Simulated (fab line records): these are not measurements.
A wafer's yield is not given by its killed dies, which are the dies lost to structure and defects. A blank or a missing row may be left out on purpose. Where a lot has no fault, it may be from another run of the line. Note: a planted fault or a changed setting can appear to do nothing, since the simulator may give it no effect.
fab line records + flow sky130
[record]
- lots = 8
- wafers = 24
- last-day = 48
route steps=708 shown SONOS_ONO@172 METAL2@486 METAL3@564
lots that met no fault: from a run of the same line without faults
start-h: the number of hours between the record's first day and the start of the first shown wafer of the lot + wait-h: hours since the lot's step before + " identical to the entry in the row above + L1.1+2: a row that stands for several wafers + - no value, or no start was given + * or withheld: withheld + < > ~ a bound
route shown NAME@n: names a module that has steps shown in the file, with the first one's number in the route + usual: mean and standard deviation over wafers with no fault + same: alike in all rows + chamber/n: place in a boat + sites: readings site by site + _std_site: the values' standard deviation + _edge_site: inner sites' mean taken away from outer sites' mean + radius-mm: how far each site lies from the wafer's centre + mask NAME#n: copy n + behind: the tool/chamber that last shaped the wafer + hold: why the lot went on hold/how many hours it stayed there/how the hold came to an end + device: the n, p or np transistor that did not switch + end of line: at the end of the route, the tests of the same wafers + for a step that has no rows: nothing shown but its recipe + killed: not the wafer's yield, but the dies lost to structure and defects at the first sort + map: a wafer's dies, x killed, . not, _ none there
set.NAME: the setting as run; set.NAME@STEP: as run at that earlier step + model.NAME: the simulator's own value behind a step, which no gauge read
the route's steps for a sample of lots (tables are steps, rows are wafers)
services: a tool's chamber out of use, with start hour (start-h, from the record's first day; less than 0 if before it), hours out, and reason
[[steps]]
[step SKY_SONOS_ONO_CVD_04]
[recipe]
- material = SiO2
- precursor = SiH4/N2O
- target-thk-nm = 5.7199
- temp-c = 900
- pressure-mtorr = 400
| lot.wafer  | tool     | chamber | start-h | wait-h |
|------------|----------|---------|---------|--------|
| L486.1+5+6 | lpcvd-03 | 1       | 257.17  | 0.1    |
| L487.3+5+6 | lpcvd-03 | 1       | 264.48  | 0.0    |
| L488.1+2+4 | lpcvd-03 | 1       | 272.11  | 0.1    |
| L489.1+4+6 | lpcvd-03 | 0       | 278.17  | 0.1    |
| L490.2+3+5 | lpcvd-03 | 1       | 278.17  | 0.0    |
| L491.2+3+5 | lpcvd-03 | 0       | 294.08  | 0.0    |
| L500.2+4+5 | lpcvd-03 | 1       | 371.72  | 0.0    |
| L501.3+4+6 | lpcvd-03 | 0       | 379.59  | 0.0    |
[step SKY_SONOS_ONO_THK_MEAS_05]
[recipe]
- reads = SiO2_of_SONOS_ONO_CVD_04
[usual]
- SONOS_ONO_CVD_04_THK = 5.72/0.088
| lot.wafer | tool          | chamber | start-h | wait-h | SONOS_ONO_CVD_04_THK[nm] |
|-----------|---------------|---------|---------|--------|--------------------------|
| L486.1    | film-metro-02 | -       | 258.42  | 0.0    | 5.65                     |
| L486.5    | "             | -       | "       | "      | 5.55                     |
| L486.6    | "             | -       | "       | "      | 5.57                     |
| L487.3    | film-metro-04 | -       | 265.75  | 0.0    | 5.77                     |
| L487.5    | "             | -       | "       | "      | 5.70                     |
| L487.6    | "             | -       | "       | "      | 5.75                     |
| L488.1    | film-metro-03 | -       | 273.36  | 0.0    | 5.58                     |
| L488.2    | "             | -       | "       | "      | 5.68                     |
| L488.4    | "             | -       | "       | "      | 5.72                     |
| L489.1    | film-metro-03 | -       | 279.42  | 0.0    | 5.84                     |
| L489.4    | "             | -       | "       | "      | 5.81                     |
| L489.6    | "             | -       | "       | "      | 5.76                     |
| L490.2    | film-metro-04 | -       | 279.43  | 0.0    | 5.70                     |
| L490.3    | "             | -       | "       | "      | 5.83                     |
| L490.5    | "             | -       | "       | "      | 5.72                     |
| L491.2    | film-metro-04 | -       | 295.34  | 0.0    | 5.64                     |
| L491.3    | "             | -       | "       | "      | 5.56                     |
| L491.5    | "             | -       | "       | "      | 5.62                     |
| L500.2    | film-metro-03 | -       | 372.98  | 0.0    | 5.27                     |
| L500.4    | "             | -       | "       | "      | 5.24                     |
| L500.5    | "             | -       | "       | "      | 5.23                     |
| L501.3    | film-metro-02 | -       | 380.86  | 0.0    | 5.21                     |
| L501.4    | "             | -       | "       | "      | 5.21                     |
| L501.6    | "             | -       | "       | "      | 5.23                     |
[step SKY_METAL2_SPUTTER_03]
[recipe]
- material = Ti
- target-thk-nm = 5
- power-w = 3000
- time-s = 3.3
- chamber-pressure-pa = 0.4
[usual]
- throttle-valve-pct = 30.3/1.2
| lot.wafer | tool           | chamber | start-h | wait-h | throttle-valve-pct |
|-----------|----------------|---------|---------|--------|--------------------|
| L486.1    | pvd-sputter-01 | -       | 788.08  | 0.0    | 28.8               |
| L486.5    | "              | -       | "       | "      | 32.0               |
| L486.6    | "              | -       | "       | "      | 28.7               |
| L487.3    | pvd-sputter-01 | -       | 797.74  | 0.0    | 31.9               |
| L487.5    | "              | -       | "       | "      | 29.1               |
| L487.6    | "              | -       | "       | "      | 31.9               |
| L488.1    | pvd-sputter-04 | -       | 804.34  | 0.0    | 30.9               |
| L488.2    | "              | -       | "       | "      | 28.8               |
| L488.4    | "              | -       | "       | "      | 31.7               |
| L490.2    | pvd-sputter-01 | -       | 814.13  | 0.0    | 28.7               |
| L490.3    | "              | -       | "       | "      | 30.9               |
| L490.5    | "              | -       | "       | "      | 31.3               |
| L489.1    | pvd-sputter-02 | -       | 815.09  | 0.0    | 31.3               |
| L489.4    | "              | -       | "       | "      | 30.1               |
| L489.6    | "              | -       | "       | "      | 29.3               |
| L491.2    | pvd-sputter-01 | -       | 825.75  | 0.0    | 31.0               |
| L491.3    | "              | -       | "       | "      | 28.7               |
| L491.5    | "              | -       | "       | "      | 30.9               |
| L500.2    | pvd-sputter-01 | -       | 902.03  | 0.0    | 31.8               |
| L500.4    | "              | -       | "       | "      | 31.3               |
| L500.5    | "              | -       | "       | "      | 30.5               |
| L501.3    | pvd-sputter-02 | -       | 909.78  | 0.0    | 29.5               |
| L501.4    | "              | -       | "       | "      | 31.3               |
| L501.6    | "              | -       | "       | "      | 31.4               |
[step SKY_METAL3_OVL_MEAS_14]
[usual]
- METAL3_OVL = 0/4.8
| lot.wafer | tool       | chamber | start-h | wait-h | METAL3_OVL[nm] |
|-----------|------------|---------|---------|--------|----------------|
| L486.1    | overlay-01 | -       | 896.45  | 0.1    | -11            |
| L486.5    | "          | -       | "       | "      | -2             |
| L486.6    | "          | -       | "       | "      | -12            |
| L487.3    | overlay-01 | -       | 905.36  | 0.1    | -1             |
| L487.5    | "          | -       | "       | "      | 0              |
| L487.6    | "          | -       | "       | "      | -1             |
| L488.1    | overlay-02 | -       | 911.76  | 0.1    | -1             |
| L488.2    | "          | -       | "       | "      | -9             |
| L488.4    | "          | -       | "       | "      | -3             |
| L490.2    | overlay-02 | -       | 920.56  | 0.1    | 4              |
| L490.3    | "          | -       | "       | "      | -9             |
| L490.5    | "          | -       | "       | "      | -6             |
| L489.1    | overlay-02 | -       | 922.57  | 0.1    | -5             |
| L489.4    | "          | -       | "       | "      | -3             |
| L489.6    | "          | -       | "       | "      | -4             |
| L491.2    | overlay-02 | -       | 933.53  | 0.1    | -3             |
| L491.3    | "          | -       | "       | "      | -4             |
| L491.5    | "          | -       | "       | "      | -2             |
| L500.2    | overlay-02 | -       | 1001.28 | 0.1    | 4              |
| L500.4    | "          | -       | "       | "      | 5              |
| L500.5    | "          | -       | "       | "      | -1             |
| L501.3    | overlay-01 | -       | 1010.62 | 0.1    | 4              |
| L501.4    | "          | -       | "       | "      | 10             |
| L501.6    | "          | -       | "       | "      | 0              |
[step SKY_METAL3_ETCH_17]
[recipe]
- target = SiO2
- stop-on = TiN
- chemistry = C4F8/O2/Ar
- source-w = 1500
- bias-w = 1200
- pressure-mtorr = 40
- c4f8-flow-sccm = withheld
- O2_flow_sccm = 6
- Ar_flow_sccm = 300
- time-s = 3.9
- target-depth-a = 150
[usual]
- oes-product-au = 0.754/0.0069
| lot.wafer | tool        | chamber | start-h | wait-h | oes-product-au | rf-hours-counter-h |
|-----------|-------------|---------|---------|--------|----------------|--------------------|
| L486.1    | rie-diel-01 | 0       | 896.75  | 0.2    | 0.753          | 11                 |
| L486.5    | "           | 3       | "       | "      | 0.756          | -                  |
| L486.6    | "           | 0       | "       | "      | 0.753          | -                  |
| L487.3    | rie-diel-03 | 0       | 905.52  | 0.0    | 0.742          | 11                 |
| L487.5    | "           | 0       | "       | "      | 0.753          | -                  |
| L487.6    | "           | 3       | "       | "      | 0.750          | -                  |
| L488.1    | rie-diel-02 | 0       | 911.92  | 0.1    | 0.755          | 4                  |
| L488.2    | "           | 3       | "       | "      | 0.756          | 1                  |
| L488.4    | "           | 0       | "       | "      | 0.757          | -                  |
| L490.2    | rie-diel-01 | 3       | 920.72  | 0.1    | 0.759          | 13                 |
| L490.3    | "           | 0       | "       | "      | 0.746          | 12                 |
| L490.5    | "           | 1       | "       | "      | 0.753          | -                  |
| L489.1    | rie-diel-03 | 1       | 922.74  | 0.1    | 0.759          | 16                 |
| L489.4    | "           | 3       | "       | "      | 0.756          | 6                  |
| L489.6    | "           | 3       | "       | "      | 0.755          | -                  |
| L491.2    | rie-diel-03 | 0       | 933.82  | 0.1    | 0.750          | 12                 |
| L491.3    | "           | 2       | "       | "      | 0.752          | 3                  |
| L491.5    | "           | 1       | "       | "      | 0.756          | -                  |
| L500.2    | rie-diel-02 | 0       | 1001.44 | 0.1    | 0.755          | 6                  |
| L500.4    | "           | 3       | "       | "      | 0.758          | 3                  |
| L500.5    | "           | 0       | "       | "      | 0.768          | -                  |
| L501.3    | rie-diel-03 | 1       | 1010.78 | 0.0    | 0.742          | 18                 |
| L501.4    | "           | 0       | "       | "      | 0.759          | 14                 |
| L501.6    | "           | 3       | "       | "      | 0.752          | -                  |
[[services]]
| tool           | chamber | start-h | hours | kind   |
|----------------|---------|---------|-------|--------|
| rie-diel-03    | -       | 286.21  | 14.6  | pm     |
| rie-diel-03    | -       | 307.00  | 1.7   | repair |
| rie-diel-03    | 3       | 307.06  | 9.5   | repair |
| rie-diel-03    | 2       | 322.48  | 11.3  | repair |
| rie-diel-03    | -       | 328.23  | 0.8   | repair |
| rie-diel-03    | 1       | 373.79  | 9.5   | repair |
| rie-diel-03    | 0       | 506.26  | 2.7   | repair |
| rie-diel-03    | -       | 533.40  | 0.4   | repair |
| rie-diel-03    | 3       | 533.64  | 10.6  | repair |
| pvd-sputter-01 | -       | 541.78  | 1.5   | repair |
| rie-diel-03    | 3       | 577.44  | 7.4   | repair |
| rie-diel-03    | 2       | 599.85  | 1.9   | repair |
| pvd-sputter-01 | -       | 601.77  | 7.1   | repair |
| lpcvd-03       | -       | 604.93  | 1.5   | repair |
| rie-diel-03    | -       | 661.51  | 2.8   | pm     |
| rie-diel-03    | -       | 670.20  | 2.0   | repair |
| rie-diel-03    | -       | 670.23  | 0.6   | repair |
| lpcvd-03       | -       | 694.00  | 2.8   | pm     |
| lpcvd-03       | -       | 721.59  | 17.2  | pm     |
| pvd-sputter-01 | -       | 756.17  | 3.5   | repair |
| lpcvd-03       | -       | 770.44  | 14.6  | pm     |
| pvd-sputter-01 | -       | 901.16  | 0.5   | repair |
| lpcvd-03       | -       | 925.29  | 0.5   | repair |
| pvd-sputter-01 | -       | 993.81  | 0.7   | repair |
[[key]]
[first-sign]
- step = SKY_SONOS_ONO_THK_MEAS_05
- reading = SONOS_ONO_CVD_04_THK
- direction = down
- sigmas = 5.6
- usual = 5.72
- struck = 5.23
effect none on later readings
met-at SKY_SONOS_ONO_CVD_04
struck-lots L500,L501
tester-left-out L500,L501
not-acting-at SKY_METAL2_SPUTTER_03,SKY_METAL3_OVL_MEAS_14,SKY_METAL3_ETCH_17
onset-between 294.08 371.72
also-fits time
[fault]
- kind = process-parameter-drift
- tool = lpcvd-03
- chamber = -
- onset-h = 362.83
- steps = SKY_SONOS_ONO_CVD_04
- channel = target-thk-nm
- offset = -0.50758
- shape = step
- end-h = 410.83
- stated = 5.7199
// tester-left-out: of these lots the tester's yield and bins aren't shown, on N5 and GAA mostly nor the transistor test; their killed dies are dies lost to structure and defects alone, not to doping, threshold or leakage, so they don't give the yield
